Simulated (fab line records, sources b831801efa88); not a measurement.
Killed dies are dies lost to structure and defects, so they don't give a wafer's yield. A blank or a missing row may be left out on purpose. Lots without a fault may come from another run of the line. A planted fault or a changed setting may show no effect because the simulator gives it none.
Which tool did it? | flow gf180mcu | 15 lots, 45 wafers sampled, at 3 steps of a route of 602

WHAT THE GAUGES READ, wafer by wafer
GF_VT_IMPLANT_OVL_MEAS_07.
lot  | measured     | on         | VT_IMPLANT_OVL (nm)
L255 | day 5 15:50  | overlay-01 | 1.5 2.9 2.6
L256 | day 5 21:17  | overlay-01 | 0.2 1.7 1.0
L258 | day 6 10:41  | overlay-02 | 0.8 -1.4 0.7
L260 | day 6 21:57  | overlay-01 | 3.4 0.6 2.3
L263 | day 7 17:57  | overlay-01 | 2.5 3.6 2.5
L266 | day 8 11:58  | overlay-01 | 0.1 -0.2 -2.4
L269 | day 9 06:46  | overlay-02 | 1.6 1.9 1.5
L270 | day 9 11:31  | overlay-02 | -0.8 -0.8 -1.3
L271 | day 9 17:11  | overlay-02 | 4.6 3.7 4.7
L272 | day 9 22:29  | overlay-01 | 1.7 3.1 -0.8
L273 | day 10 05:59 | overlay-01 | 2.3 2.5 3.5
L274 | day 10 12:56 | overlay-02 | -2.7 -2.1 -0.7
L275 | day 10 17:32 | overlay-01 | 1.2 2.0 2.5
L276 | day 10 23:06 | overlay-02 | 0.5 1.1 0.1
L277 | day 11 05:59 | overlay-02 | 2.4 1.7 1.9

WHICH TOOL RAN EACH LOT (tool, then ch and the chambers of the sampled wafers, then the start)
lot  | GF_STI_CMP_25                | GF_MVSD_STRIP_10
L255 | cmp-02 ch 0,1,2, day 2 04:31 | plasma_asher-02 ch 0,1, day 4 11:19
L256 | cmp-02 ch 0,2, day 2 09:37   | plasma_asher-01 ch 0, day 4 16:14
L258 | cmp-02 ch 0,1, day 2 20:05   | plasma_asher-02 ch 0,1, day 5 05:07
L260 | cmp-01 ch 0,2,3, day 3 04:53 | plasma_asher-04 ch 0,1, day 5 15:02
L263 | cmp-02 ch 1,2, day 3 21:42   | plasma_asher-01 ch 0,1, day 6 10:32
L266 | cmp-01 ch 1,2, day 4 12:18   | plasma_asher-04 ch 0,1, day 7 03:19
L269 | cmp-01 ch 0,2,3, day 5 03:47 | plasma_asher-02 ch 0,1, day 7 21:16
L270 | cmp-02 ch 1,2,3, day 5 09:10 | plasma_asher-01 ch 0,1, day 8 02:18
L271 | cmp-01 ch 1,2,3, day 5 14:10 | plasma_asher-01 ch 0,1, day 8 08:28
L272 | cmp-02 ch 0,2,3, day 5 18:44 | plasma_asher-02 ch 0,1, day 8 13:14
L273 | cmp-02 ch 0,1,3, day 6 01:34 | plasma_asher-04 ch 0,1, day 8 20:22
L274 | cmp-01 ch 0,3, day 6 06:18   | plasma_asher-04 ch 0,1, day 9 01:36
L275 | cmp-02 ch 0,1,2, day 6 10:57 | plasma_asher-02 ch 0,1, day 9 06:21
L276 | cmp-01 ch 0,1,3, day 6 16:05 | plasma_asher-02 ch 0,1, day 9 11:14
L277 | cmp-01 ch 0,1,2, day 6 21:37 | plasma_asher-04 ch 0,1, day 9 18:37
- GF_STI_CMP_25: polishes, stops on Si3N4, t overpolish 33 s, target thk 524.6 nm.
- GF_MVSD_STRIP_10: strips in O2/N2.

WHAT THE TOOLS THEMSELVES READ (means of the sampled wafers that have a number; where no wafer has one, the mark that the record gives instead)
GF_STI_CMP_25.
lot  | tool   | motor_current_A (A) | overpolish_run_s (s) | time_to_endpoint_s (s)
L255 | cmp-02 | 11.0                | 32.995               | 124
L256 | cmp-02 | 10.8                | 32.991               | 125
L258 | cmp-02 | 10.8                | 32.998               | 127
L260 | cmp-01 | 11.6                | 32.995               | 120
L263 | cmp-02 | 11.4                | 33.004               | 120
L266 | cmp-01 | 11.3                | 33.003               | 123
L269 | cmp-01 | 12.0                | 33.000               | 124
L270 | cmp-02 | 11.3                | 33.000               | 119
L271 | cmp-01 | 11.7                | 32.998               | 119
L272 | cmp-02 | 11.2                | 33.000               | 117
L273 | cmp-02 | 10.8                | 33.001               | 119
L274 | cmp-01 | 12.3                | 32.996               | 119
L275 | cmp-02 | 11.1                | 32.999               | 116
L276 | cmp-01 | 12.2                | 32.994               | 120
L277 | cmp-01 | 12.1                | 33.004               | 117

GF_MVSD_STRIP_10.
lot  | tool            | drypump_motor_current_A (A) | heater_power_w (W) | oes_product_au (a.u.) | strip_time_to_endpoint_s (s)
L255 | plasma_asher-02 | 5.5                         | 289                | 0.719                 | 36.82
L256 | plasma_asher-01 | 6.6                         | 304                | 0.722                 | 37.05
L258 | plasma_asher-02 | 5.6                         | 264                | 0.721                 | 36.98
L260 | plasma_asher-04 | 5.0                         | 316                | 0.722                 | 37.04
L263 | plasma_asher-01 | 5.7                         | 322                | 0.721                 | 36.71
L266 | plasma_asher-04 | 5.1                         | 320                | 0.725                 | 37.21
L269 | plasma_asher-02 | 5.4                         | 295                | 0.723                 | 37.04
L270 | plasma_asher-01 | 6.2                         | 321                | 0.727                 | 37.12
L271 | plasma_asher-01 | 5.7                         | 324                | 0.725                 | 36.87
L272 | plasma_asher-02 | 5.4                         | 296                | 0.725                 | 37.01
L273 | plasma_asher-04 | 5.0                         | 333                | 0.721                 | 36.90
L274 | plasma_asher-04 | 5.0                         | 329                | 0.727                 | 37.04
L275 | plasma_asher-02 | 5.4                         | 295                | 0.726                 | 37.03
L276 | plasma_asher-02 | 5.4                         | 295                | 0.716                 | 37.06
L277 | plasma_asher-04 | 5.0                         | 328                | 0.727                 | 37.08

THE ANSWER, worked out from the rows above alone
Rule: what is usual is taken from the lots themselves. Put in order of their means at a reading, lots are off if they are a third of the lots or fewer, leave a main group of 4 or more, and stand apart from it by a gap of 3 or more times the standard deviation of the main group's means; of several such gaps the widest counts. A main group whose means are all the same, to the digits that the tables above print for the reading, isn't used. A lot without any number at a reading at which 4 lots or more have one is off too. The other lots that the step has rows for count as sound. The gauges are gone through in route order, then the tools' own readings, and for those a lot's mean is taken as printed above. The first step at which some lot is off is used, and at that step the reading that is off furthest; a lot without a number counts as furthest.
No lot is off at any reading shown: from this, nothing can be told.

WHAT THE SIMULATOR HAD PUT IN
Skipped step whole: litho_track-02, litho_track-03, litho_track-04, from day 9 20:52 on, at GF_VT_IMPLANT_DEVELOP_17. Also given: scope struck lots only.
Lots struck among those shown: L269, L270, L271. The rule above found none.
